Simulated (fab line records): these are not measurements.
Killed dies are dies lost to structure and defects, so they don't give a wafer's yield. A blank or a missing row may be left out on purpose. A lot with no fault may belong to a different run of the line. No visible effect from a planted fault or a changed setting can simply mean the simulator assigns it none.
Struck lot and sound lot, side by side | flow gf180mcu | 15 steps out of a route of 602
Sound: wafers L903.1, L903.4, L903.6. The struck wafers were L917.2, L917.4, L917.5. The cause is given at the end.
For every step that has rows: the tool of each side, followed by ch and its chambers, followed by its first start. Under that, the readings that differ: sound wafers | struck wafers | difference of the means | sigmas: that difference in standard deviations of wafers without a fault.
alike: a reading whose means differ by less than 2 such deviations, as well as words and numbers matching on both sides. not compared: withheld readings; readings where some wafer has no value; bounds like >300 that might hide an equal value; numbers whose values overlap and for which the record gives no deviation.
A row with sigmas, a row that says differs or no value, or rows on one side alone: a step with any of these is where the two part. When numbers do not overlap yet have no deviation, they are printed without sigmas and do not part them. A reading that every wafer of one side lacks parts them only if that side has two wafers or more.

first, 1 step without rows for these wafers: GF_VT_IMPLANT_IMPLANT_19.
GF_VT_IMPLANT_STRIP_20: strips in O2/N2.
  sound on plasma_asher-02 ch 0,1, day 6 12:07; struck on plasma_asher-04 ch 0,1, day 10 01:58
  alike: chamber_pressure_mTorr, drypump_motor_current_A, heater_power_w, oes_product_au, strip_time_to_endpoint_s
  not compared: rf_hours_counter_h
GF_VT_IMPLANT_TW_MEAS_21:
  struck on film_metro-04, day 10 02:05; sound on film_metro-04, day 6 12:13
  alike: VT_IMPLANT_2_TW
then, 3 steps without rows for these wafers: GF_VT_IMPLANT_DEHYDRATE_22 (time 60 s); GF_VT_IMPLANT_HMDS_23 (prime time 60 s); GF_VT_IMPLANT_COAT_24 (resist thk 1000 nm).
GF_VT_IMPLANT_SOFTBAKE_25: time 61.17 s.
  sound on litho_track-02 ch 0, day 6 19:47; struck on litho_track-01 ch 0, day 10 11:22
  alike: chill_plate_temp_C, plate_sensor_t_centre_C, plate_sensor_t_edge_C
then, 3 steps without rows for these wafers: GF_VT_IMPLANT_EXPOSE_26 (exposes mask LVPWELL HV AREA, target cd 860 nm); GF_VT_IMPLANT_PEB_27; GF_VT_IMPLANT_DEVELOP_28 (develop time 60 s).
GF_VT_IMPLANT_OVL_MEAS_29:
  struck on overlay-02, day 10 20:12; sound on overlay-02, day 7 04:20
  alike: VT_IMPLANT_02_OVL
following that, these wafers have no rows for 1 step: GF_VT_IMPLANT_IMPLANT_30.
GF_VT_IMPLANT_STRIP_31: strips in O2/N2.
  sound on plasma_asher-02 ch 0,1, day 7 04:31; struck on plasma_asher-01 ch 0,1, day 10 20:23
  reading                        | sound                | struck               | difference | sigmas
  chamber_pressure_mTorr (mTorr) | 1500.7 1501.9 1496.0 | 1800.8 1798.6 1798.4 | +299.7     | +99 or more
  oes_product_au (a.u.)          | 0.715 0.718 0.719    | 0.746 0.737 0.734    | +0.022     | +4
  strip_time_to_endpoint_s (s)   | 12.675 12.649 12.637 | 12.154 12.136 12.120 | -0.517     | -18
  alike: drypump_motor_current_A, heater_power_w
  not compared: rf_hours_counter_h
GF_VT_IMPLANT_TW_MEAS_32:
  struck on film_metro-03, day 10 20:29; sound on film_metro-01, day 7 04:37
  alike: VT_IMPLANT_3_TW
GF_PASSIVATION_PROBE_99:
  the record has rows for the sound wafers here (prober-01, day 29 19:20) and none for the struck ones

## WHERE THEY PART
First at GF_VT_IMPLANT_STRIP_31; last, within this record, at GF_PASSIVATION_PROBE_99.

WHY: whatever the simulator had introduced
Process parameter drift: plasma_asher-01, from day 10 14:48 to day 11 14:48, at GF_VT_IMPLANT_STRIP_31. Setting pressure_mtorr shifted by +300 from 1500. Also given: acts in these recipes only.
